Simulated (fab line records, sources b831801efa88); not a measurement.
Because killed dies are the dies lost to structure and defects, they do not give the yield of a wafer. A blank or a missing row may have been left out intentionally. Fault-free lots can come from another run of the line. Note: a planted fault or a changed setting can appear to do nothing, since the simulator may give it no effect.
2 desks looking at one fault    flow sky130    numbers are kept per desk, each desk with only its own; the story behind them comes last

## METROLOGY DESK
What the gauges read for every lot (on any tool): the sampled wafers with a number, averaged. Marked OUT: a lot whose mean sits more than 4 standard deviations from the usual mean, which makes it out of limits; the brackets give that distance.
Columns: A = GATE_OXIDE_OXIDATION_00_THK at SKY_GATE_OXIDE_THK_MEAS_02, usual 10.27 nm; B = POLY_GATE_TW at SKY_RES_PROTECT_TW_MEAS_08, usual 4028; C = POLY_GATE_CVD_03_THK at SKY_POLY_GATE_THK_MEAS_04, usual 74.8 nm
lot   first seen here  A      B                C
L269  day 12 18:08     10.24  4012             74.8
L271  day 13 12:51     10.50  4019             74.9
L273  day 14 06:26     10.13  4045             74.0
L277  day 15 13:54     10.51  3856 (-7.8) OUT  74.4
L279  day 16 03:48     10.42  3825 (-9.2) OUT  73.9
L286  day 18 16:04     10.36  4035             76.0
L287  day 19 00:28     10.28  4030             75.2
L289  day 19 14:46     10.20  4000             76.6
L290  day 20 02:52     9.94   4036             74.5
L292  day 20 10:23     10.46  4022             75.1
This desk's finding: out of limits on L277, L279; first on L277, day 18 01:08 (POLY_GATE_TW at SKY_RES_PROTECT_TW_MEAS_08). In limits: L269, L271, L273, L286, L287, L289, L290, L292.

## DESK OF THE TOOL OWNER: implanter-03
The tool's own readings at SKY_POLY_GATE_IMPLANT_02: means of the sampled wafers that have a number, for each lot that ran on this tool. Marked OUT: a lot whose mean sits more than 4 standard deviations from the usual mean, which makes it out of limits; the brackets give that distance.
Columns: A = beam energy keV at SKY_POLY_GATE_IMPLANT_02, usual 30.000; B = beam on s at SKY_POLY_GATE_IMPLANT_02, usual 34.6 s; C = dose ions cm2 at SKY_POLY_GATE_IMPLANT_02, usual 7.698e+15; D = end station pressure torr at SKY_POLY_GATE_IMPLANT_02, usual 1.11e-05 Torr
lot   first seen here  A       B                C                            D
L271  day 15 20:34     30.010  33.5             7.700e+15                    1.10e-05
L273  day 16 19:14     30.004  33.7             7.698e+15                    1.07e-05
L277  day 18 00:53     29.995  17.9 (-9.8) OUT  4.027e+15 (-99 or more) OUT  1.36e-05
L279  day 18 17:04     30.003  17.9 (-9.8) OUT  4.023e+15 (-99 or more) OUT  1.39e-05
L287  day 21 16:47     29.991  33.8             7.700e+15                    1.13e-05
L290  day 22 19:29     30.007  34.3             7.693e+15                    1.17e-05
This desk's verdict: out of limits on L277, L279, starting with L277 at day 18 00:53 (beam on s at SKY_POLY_GATE_IMPLANT_02). In limits: L271, L273, L287, L290.

## ALL TOGETHER
The tool owner's desk had the chance to raise an alarm at day 18 00:53 on L277, L279.
The metrology desk could have raised an alarm at day 18 01:08, on L277, L279.
Of the lots named, all ran SKY_POLY_GATE_IMPLANT_02 on implanter-03.

## WHAT THE SIMULATOR HAD INSERTED
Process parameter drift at SKY_POLY_GATE_IMPLANT_02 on implanter-03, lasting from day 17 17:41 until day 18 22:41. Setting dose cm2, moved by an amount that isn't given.
Lots struck among those shown: L277, L279.
Time in hours from fault onset to the first out-of-limits reading at each desk: tool owner's desk 7, metrology desk 7.
